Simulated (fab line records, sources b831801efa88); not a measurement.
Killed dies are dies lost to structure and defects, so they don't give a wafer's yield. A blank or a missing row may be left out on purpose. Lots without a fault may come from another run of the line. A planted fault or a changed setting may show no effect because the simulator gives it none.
Problem report in the 8D (eight disciplines) form, filled by code | flow gf180mcu | the parts of the form that need people (team, actions taken, sign-off) are left out

1. THE PROBLEM
POLY_GATE_CVD_00_THK at GF_POLY_GATE_THK_MEAS_01 reads a mean of 139.1 nm on 6 wafers of 2 lots; wafers without a fault read 199.7 nm with a standard deviation of 1.9. That is -32 standard deviations from the usual mean.
First seen on wafer L177.1, day 13 17:58, on film_metro-03. The record holds 36 wafers of 12 lots with a number at this step. Rule for "out", or "out of limits": more than 4 standard deviations from the usual mean. The other wafers with a number count as sound.

2. WHAT IT IS AND WHAT IT IS NOT
question                    | is                           | is not
which readings at this step | POLY_GATE_CVD_00_THK         | -
which lots                  | L177, L178                   | L159, L164, L165, L167, L168, L171, L173, L176, L180, L181
which wafers of those lots  | all that have a number       | -
read on which gauges        | film_metro-02, film_metro-03 | film_metro-04
when                        | from day 13 17:58            | up to then (24 sound wafers); but 6 sound wafers of L180, L181 came after

3. SUSPECTS, AND WHAT RULES EACH OUT
Counting: a tool at a process step up to the reading stays a suspect if it ran every lot that is out and no sound lot after the first of them.
- the gauge at GF_POLY_GATE_THK_MEAS_01: ruled out. The wafers that are out were read on 2 gauges (film_metro-02, film_metro-03).
- lpcvd-02 at GF_POLY_GATE_CVD_00 (deposits poly-Si, target thk 200 nm, time 1200 s): kept. It ran every lot that is out, first L177 (day 13 16:37), and no sound lot after that; its last sound lot up to then is L171 (day 12 02:12). Its own readings are out on those wafers: pressure_mtorr.
Left after counting: lpcvd-02 at GF_POLY_GATE_CVD_00.

4. THE CAUSE (what the simulator had put in)
Process parameter drift: lpcvd-02, from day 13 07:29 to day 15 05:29, at GF_POLY_GATE_CVD_00. Setting pressure_mtorr, moved by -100, from 200. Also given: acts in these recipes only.
Counting left only this tool.

5. THE CHAIN OF EFFECTS, in route order
Each row: a reading whose mean over the struck wafers that have a number lies more than 3 standard deviations from the usual. Only readings for which the record gives a usual standard deviation are gone through. hours: the time from each lot's start at the first step in this table that gives one to its start at this step, as a median over the lots. sigmas: the change in usual standard deviations.
hours | step                     | reading              | usual       | on struck wafers | change | sigmas
0     | GF_POLY_GATE_CVD_00      | pressure_mtorr       | 200.1 mTorr | 99.9             | -100.2 | -99 or more
1     | GF_POLY_GATE_THK_MEAS_01 | POLY_GATE_CVD_00_THK | 199.7 nm    | 139.1            | -60.6  | -32
23    | GF_POLY_GATE_ETCH_13     | oes_product_au       | 0.992 a.u.  | 0.780            | -0.212 | -32
The process steps in it:
- GF_POLY_GATE_CVD_00: deposits poly-Si, target thk 200 nm, time 1200 s.
- GF_POLY_GATE_ETCH_13: etches poly-Si in HBr/Cl2, stops on SiO2, target depth 198.5 nm, time 69.6 s.
Later measuring or inspecting steps at which every struck wafer that the step has a row for has a number for every such reading, and none has moved that far: GF_POLY_GATE_THK_MEAS_17, GF_NSD_TW_MEAS_12.

6. WHAT WOULD HAVE CAUGHT IT SOONER
In this record the first reading out of limits at a measuring or inspecting step was taken at day 13 17:58, 10 hours after the fault began at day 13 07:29.
The tool's own readings at GF_POLY_GATE_CVD_00 were out on every struck wafer that the step has a row for (pressure_mtorr): an alarm limit on them would have fired on the first of those.
Of the lots that are out (2), L178 began GF_POLY_GATE_CVD_00 on lpcvd-02 after day 13 17:58. A hold on the tool at that time would have spared it.
